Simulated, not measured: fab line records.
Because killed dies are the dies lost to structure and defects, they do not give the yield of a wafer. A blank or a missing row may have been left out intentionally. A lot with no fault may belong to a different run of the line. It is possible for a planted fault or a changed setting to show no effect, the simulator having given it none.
Chamber matching :: flow sky130 :: SKY_VIA2_CMP_02 on cmp-01: 4 sister chambers
The step polishes SiO2. 4 wafers are shown with their chamber, then 10 later ones without.

## WAFERS WITH THEIR CHAMBER
wafer: L508.6
chamber: 1
motor-current-A (A): 12.7

wafer: L514.6
chamber: 0
motor-current-A (A): 10.8

wafer: L516.2
chamber: 2
motor-current-A (A): 11.5

wafer: L516.4
chamber: 3
motor-current-A (A): 12.2

## WAFERS WITHOUT THEIR CHAMBER
wafer: L516.6
motor-current-A (A): 10.6

wafer: L517.2
motor-current-A (A): 11.4

wafer: L517.3
motor-current-A (A): 13.1

wafer: L517.5
motor-current-A (A): 9.9

wafer: L521.1
motor-current-A (A): 13.2

wafer: L521.3
motor-current-A (A): 10.7

wafer: L521.5
motor-current-A (A): 10.6

wafer: L522.1
motor-current-A (A): 11.3

wafer: L522.2
motor-current-A (A): 12.8

wafer: L522.6
motor-current-A (A): 12.9

## CHAMBER TAKEN BY EACH
wafer: L516.6
from the rows above: can't be placed: 0 or 2
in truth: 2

wafer: L517.2
from the rows above: can't be placed: 2 or 0 or 3
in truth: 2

wafer: L517.3
from the rows above: can't be placed: 1 or 3
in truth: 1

wafer: L517.5
from the rows above: can't be placed: 0 or 2
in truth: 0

wafer: L521.1
from the rows above: can't be placed: 1 or 3
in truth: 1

wafer: L521.3
from the rows above: can't be placed: 0 or 2
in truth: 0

wafer: L521.5
from the rows above: can't be placed: 0 or 2
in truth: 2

wafer: L522.1
from the rows above: can't be placed: 2 or 0 or 3
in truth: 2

wafer: L522.2
from the rows above: can't be placed: 1 or 3
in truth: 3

wafer: L522.6
from the rows above: can't be placed: 1 or 3
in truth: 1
0 of 10 placed correctly. From these rows, 10 cannot be placed; in 10 the true chamber is one of the candidates. Wrongly placed: 0.
How it was worked out, from the rows above alone: a wafer's distance from a chamber is the root of the sum, over the readings, of the square of ((its reading less the chamber's mean) divided by the reading's scatter). The wafer belongs to the nearest chamber; if the next one is less than 2 further off, it can't be placed. Each chamber's mean is taken over the wafers shown for it. The scatter: root of mean squared gap, hidden wafer to nearest shown wafer, with one shown wafer a chamber.
